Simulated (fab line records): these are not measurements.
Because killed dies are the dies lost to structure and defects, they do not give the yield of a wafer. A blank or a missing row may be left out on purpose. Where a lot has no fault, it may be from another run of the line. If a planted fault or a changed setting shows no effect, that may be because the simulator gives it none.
Struck lot and sound lot, side by side || flow gf180mcu || 37 out of 602 route steps
Sound: these wafers, L634.3, L634.5, L634.6. Struck: wafer L639.1 (L639.3, L639.4, from the same lot, were not struck and are left out); the cause is given at the end.
Per side, at each step with rows, come the tool, then ch with its chambers, and then its first start. Under that, the readings that differ: sound wafers || struck wafers || difference of the means || sigmas: that difference in standard deviations of wafers without a fault.
alike: readings with means less than 2 such deviations apart, plus words and numbers identical on both sides. not compared: withheld readings, readings lacking a value on some wafer, bounds such as >300 that could conceal the same value, and numbers that have no deviation in the record and whose values overlap.
A row with sigmas, a row that says differs or no value, or rows on one side alone: a step with any of these is where the two part. Numbers that have no deviation but don't overlap get no sigmas and don't part them. A reading missing from all wafers of one side parts the sides only when that side holds two or more wafers.

first, 2 steps without rows for these wafers: GF_M3_PEB_12 (peb time 90 s); GF_M3_DEVELOP_13 (develop time 60 s).
GF_M3_CD_MEAS_14 targets a cd of 280 nm.
  sound on cd sem-01 at day 22 00:51; struck on cd sem-01 at day 23 23:46
  alike: cd nm
GF_M3_OVL_MEAS_15:
  sound on overlay-01 at day 22 00:57; struck on overlay-02 at day 23 23:53
  alike: M3_OVL
then, 1 step without rows for these wafers: GF_M3_METAL_ETCH_16 (etches the open film in Cl2/BCl3, stops on SiO2, target depth 627.5 nm, time 104.6 s).
GF_M3_STRIP_17: strips in O2/N2.
  sound on plasma asher-02 ch 0,1, day 22 01:07; struck on plasma asher-02 ch 0, day 24 00:02
{"reading": "o2 flow sccm (sccm)", "sound": "2983 3006 2987", "struck": 3015, "difference": "+23", "sigmas": "+3"}
{"reading": "rf hours counter h (h)", "sound": "- - -", "struck": 47, "difference": "no value on the sound wafers", "sigmas": ""}
  alike: drypump motor current A, heater power w, oes product au, strip time to endpoint s
then, 3 steps without rows for these wafers: GF_M3_STRIP_18 (strips in post etch residue remover, time 1200 s); GF_M3_CLEAN_19 (cleans in DIW); GF_V3_CVD_00 (deposits SiO2, target thk 600 nm, time 100 s).
GF_V3_THK_MEAS_01:
  sound on film metro-02 at day 22 01:43; struck on film metro-03 at day 24 00:38
  alike: V3_CVD_00_THK
then, 1 step without rows for these wafers: GF_V3_CVD_02 (deposits SiO2 from TEOS, target thk 850 nm, time 94.851 s).
GF_V3_THK_MEAS_03:
  sound on film metro-03 at day 22 01:50; struck on film metro-01 at day 24 00:46
  alike: V3_CVD_02_THK
GF_V3_CMP_04: polishes SiO2.
  sound on cmp-01 ch 2,3, day 22 01:53; struck on cmp-01 ch 0, day 24 00:50
{"reading": "slurry filter dp kPa (kPa)", "sound": "13.44 13.29 13.27", "struck": 13.60, "difference": "+0.27", "sigmas": "+2"}
{"reading": "time to endpoint s (s)", "sound": "75 76 73", "struck": 13, "difference": -62, "sigmas": -13}
{"reading": "model.SiO2_of_V3_CVD_02.thk nm (nm)", "sound": "632.3 632.6 632.2", "struck": 790, "difference": "+158", "sigmas": ""}
  alike: motor current A
GF_V3_BOW_MEAS_05:
  sound on film metro-01 at day 22 02:13; struck on film metro-02 at day 24 01:08
{"reading": "V3_BOW (um)", "sound": "105 96 107", "struck": 122, "difference": "+19", "sigmas": "+2"}
then, 8 steps without rows for these wafers: GF_V3_DEHYDRATE_06 (time 60 s); GF_V3_HMDS_07 (prime time 60 s); GF_V3_COAT_08; GF_V3_COAT_09 (resist thk 1000 nm); GF_V3_SOFTBAKE_10 (time 60 s); GF_V3_EXPOSE_11 (exposes mask Via3, target cd 260 nm); GF_V3_PEB_12 (peb time 90 s); GF_V3_DEVELOP_13 (develop time 60 s).
GF_V3_CD_MEAS_14 targets a cd of 260 nm.
  sound on cd sem-02 at day 23 01:17; struck on cd sem-01 at day 24 22:54
  alike: cd nm
GF_V3_OVL_MEAS_15:
  sound on overlay-01 at day 23 01:23; struck on overlay-01 at day 24 23:01
  alike: V3_OVL
GF_V3_ETCH_16: etches BARC in N2/H2.
  sound on rie diel-03 ch 0,1, day 23 01:24; struck on rie diel-03 ch 2, day 24 23:03
  alike: drypump motor current A, oes product au, rf fwd power W, throttle valve pct
GF_V3_ETCH_17: etches SiO2 in C4F8/O2/Ar, stops on TiN, target depth 635 nm.
  sound: rie diel-03 ch 0,1; struck: rie diel-03 ch 2
{"reading": "oes product au (a.u.)", "sound": "0.855 0.858 0.855", "struck": 0.978, "difference": "+0.122", "sigmas": "+27"}
{"reading": "model.etch.depth nm (nm)", "sound": "632.3 632.6 632.2", "struck": 790, "difference": "+158", "sigmas": ""}
{"reading": "model.V3.feature depth nm (nm)", "sound": "632.3 632.6 632.2", "struck": 790, "difference": "+158", "sigmas": ""}
  alike: rf fwd power W
GF_V3_STRIP_18: strips in O2/N2.
  sound on plasma asher-03 ch 0,1, day 23 01:34; struck on plasma asher-03 ch 1, day 24 23:11
{"reading": "rf hours counter h (h)", "sound": "- - -", "struck": 16, "difference": "no value on the sound wafers", "sigmas": ""}
  alike: drypump motor current A, heater power w, o2 flow sccm, oes product au
then, 4 steps without rows for these wafers: GF_V3_STRIP_19 (strips in post etch residue remover, time 1200 s); GF_V3_CLEAN_20 (cleans in DIW); GF_V3_SPUTTER_21 (material Ti, target thk 15 nm, time 80.02 s); GF_V3_SPUTTER_22 (material TiN, target thk 10 nm, time 40 s).
GF_V3_CVD_23: deposits W, target thk 350 nm, time 104.9 s.
  sound on cvd w-02 ch 0,1, day 23 02:13; struck on cvd w-01 ch 1, day 24 23:49
  alike: heater power w
GF_V3_RS_MEAS_24: measures by four-point-probe.
  sound on film metro-02 at day 23 02:20; struck on film metro-01 at day 24 23:56
  alike: V3_W_RS
GF_V3_THK_MEAS_25: measures by xrf.
  sound on film metro-02 at day 23 02:26; struck on film metro-01 at day 25 00:03
  alike: V3_W_THK
GF_V3_CMP_26: polishes, stops on SiO2, t overpolish 15 s, target thk 0 nm.
  sound on cmp-02 ch 1,2, day 23 02:31; struck on cmp-01 ch 1, day 25 00:10
{"reading": "model.SiO2_of_V3_CVD_02.thk nm (nm)", "sound": "628.5 628.8 628.4", "struck": 786.2, "difference": "+157.6", "sigmas": ""}
  alike: motor current A, slurry filter dp kPa
GF_M4_SPUTTER_00: material Ti, target thk 37.5 nm, time 150 s.
  sound on pvd sputter-02 at day 23 02:46; struck on pvd sputter-04 at day 25 00:25
  alike: cathode dc power W, chamber pressure pa, throttle valve pct
-- the record jumps here: 6 days lie between the struck wafers' starts before and after (it left off in module M4 and takes up again in module PASSIVATION, whose first step shown is number 602 of the route) --
GF_PASSIVATION_PROBE_99:
  sound on prober-02 at day 29 15:22; struck on prober-01 at day 31 03:13
{"reading": "model.etest.via3 chain.rc ohm", "sound": "6.461 6.605 6.482", "struck": 6.969, "difference": "+0.453", "sigmas": ""}
{"reading": "model.etest.met4 comb.leak log10 a um", "sound": "-12.12 -12.09 -12.13", "struck": -9.071, "difference": "+3.042", "sigmas": ""}

== WHERE THEY PART ==
First at GF_M3_STRIP_17; last, within this record, at GF_V3_STRIP_18. Later steps at which nothing parts them and some readings are alike: GF_V3_CVD_23, GF_V3_RS_MEAS_24, GF_V3_THK_MEAS_25, GF_V3_CMP_26, GF_M4_SPUTTER_00.

WHY: the cause the simulator had injected
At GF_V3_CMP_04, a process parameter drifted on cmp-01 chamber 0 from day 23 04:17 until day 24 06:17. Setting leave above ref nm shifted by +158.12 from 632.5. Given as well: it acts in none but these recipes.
